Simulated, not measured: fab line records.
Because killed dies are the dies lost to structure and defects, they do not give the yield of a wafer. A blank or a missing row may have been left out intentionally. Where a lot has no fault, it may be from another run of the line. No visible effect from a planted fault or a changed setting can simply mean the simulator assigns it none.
The tool behind it: which one? || flow gf180mcu || 21 wafers from 7 lots sampled at 3 of the route's 602 steps

## WHAT THE GAUGES READ, wafer by wafer
GF_V1_RS_MEAS_24: uses a four-point probe to measure.
{"lot": "L152", "measured": "day 18 00:27", "on": "film metro-02", "V1_W_RS (ohm/sq)": "0.3305 0.3302 0.3274"}
{"lot": "L157", "measured": "day 20 08:40", "on": "film metro-02", "V1_W_RS (ohm/sq)": "0.3296 0.3355 0.3274"}
{"lot": "L160", "measured": "day 22 07:07", "on": "film metro-01", "V1_W_RS (ohm/sq)": "0.3279 0.3312 0.3304"}
{"lot": "L166", "measured": "day 23 21:50", "on": "film metro-02", "V1_W_RS (ohm/sq)": "0.3129 0.3167 0.3148 0.3133 0.3158 0.3152"}
{"lot": "L169", "measured": "day 24 12:24", "on": "film metro-04", "V1_W_RS (ohm/sq)": "0.3321 0.3285 0.3296"}
{"lot": "L171", "measured": "day 25 09:26", "on": "film metro-04", "V1_W_RS (ohm/sq)": "0.3314 0.3329 0.3270"}
{"lot": "L174", "measured": "day 26 10:49", "on": "film metro-02", "V1_W_RS (ohm/sq)": "0.3284 0.3307 0.3269"}

## WHICH TOOL RAN EACH LOT (tool, then ch and the chambers of the sampled wafers, then the start)
{"lot": "L152", "GF_V1_CVD_02": "pecvd-01 ch 0,1,2, day 16 23:52", "GF_V1_CVD_23": "cvd w-02 ch 0,1, day 18 00:19"}
{"lot": "L157", "GF_V1_CVD_02": "pecvd-01 ch 0,1, day 19 06:28", "GF_V1_CVD_23": "cvd w-01 ch 0,1, day 20 08:32"}
{"lot": "L160", "GF_V1_CVD_02": "pecvd-01 ch 0,1,2, day 21 06:38", "GF_V1_CVD_23": "cvd w-01 ch 1, day 22 06:59"}
{"lot": "L166", "GF_V1_CVD_02": "pecvd-02 ch 0,1,2, day 22 21:52", "GF_V1_CVD_23": "cvd w-02 ch 0,1, day 23 21:43"}
{"lot": "L169", "GF_V1_CVD_02": "pecvd-01 ch 0,1,2, day 23 12:43", "GF_V1_CVD_23": "cvd w-01 ch 0,1, day 24 12:17"}
{"lot": "L171", "GF_V1_CVD_02": "pecvd-02 ch 0,1,2, day 24 10:08", "GF_V1_CVD_23": "cvd w-01 ch 0,1, day 25 09:19"}
{"lot": "L174", "GF_V1_CVD_02": "pecvd-02 ch 1,2, day 25 12:01", "GF_V1_CVD_23": "cvd w-01 ch 0,1, day 26 10:41"}
- GF_V1_CVD_02: deposits SiO2 from TEOS, target thk 850 nm, time 94.851 s.
- GF_V1_CVD_23: deposits W, target thk 350 nm, time 105.05 s.

## THE ANSWER, worked out from the rows above alone
Rule: the lots themselves supply what counts as usual. Put in order of their means at a reading, lots are off if they are a third of the lots or fewer, leave a main group of 4 or more, and stand apart from it by a gap of 3 or more times the standard deviation of the main group's means; of several such gaps the widest counts. Not used: any main group whose means are identical at the precision the tables above print for the reading. Also off: a lot with no number at a reading for which 4 or more lots have one. All remaining lots with rows at the step are treated as sound.
Off: L166, at GF_V1_RS_MEAS_24 (V1_W_RS). Mean 0.3299 ohm/sq and standard deviation 0.00071 in the main group.
A tool fits if, at a process step before that reading, it ran every lot that is off, and no sound lot after the first of them. The gauges at GF_V1_RS_MEAS_24 are tried like those tools. One fits: GF_V1_CVD_23 on cvd w-02. A fault onset in the window from L152 (day 18 00:19, its last sound lot) to L166 (day 23 21:43, its first lot off) fits.

## WHAT HAD BEEN PUT IN BY THE SIMULATOR
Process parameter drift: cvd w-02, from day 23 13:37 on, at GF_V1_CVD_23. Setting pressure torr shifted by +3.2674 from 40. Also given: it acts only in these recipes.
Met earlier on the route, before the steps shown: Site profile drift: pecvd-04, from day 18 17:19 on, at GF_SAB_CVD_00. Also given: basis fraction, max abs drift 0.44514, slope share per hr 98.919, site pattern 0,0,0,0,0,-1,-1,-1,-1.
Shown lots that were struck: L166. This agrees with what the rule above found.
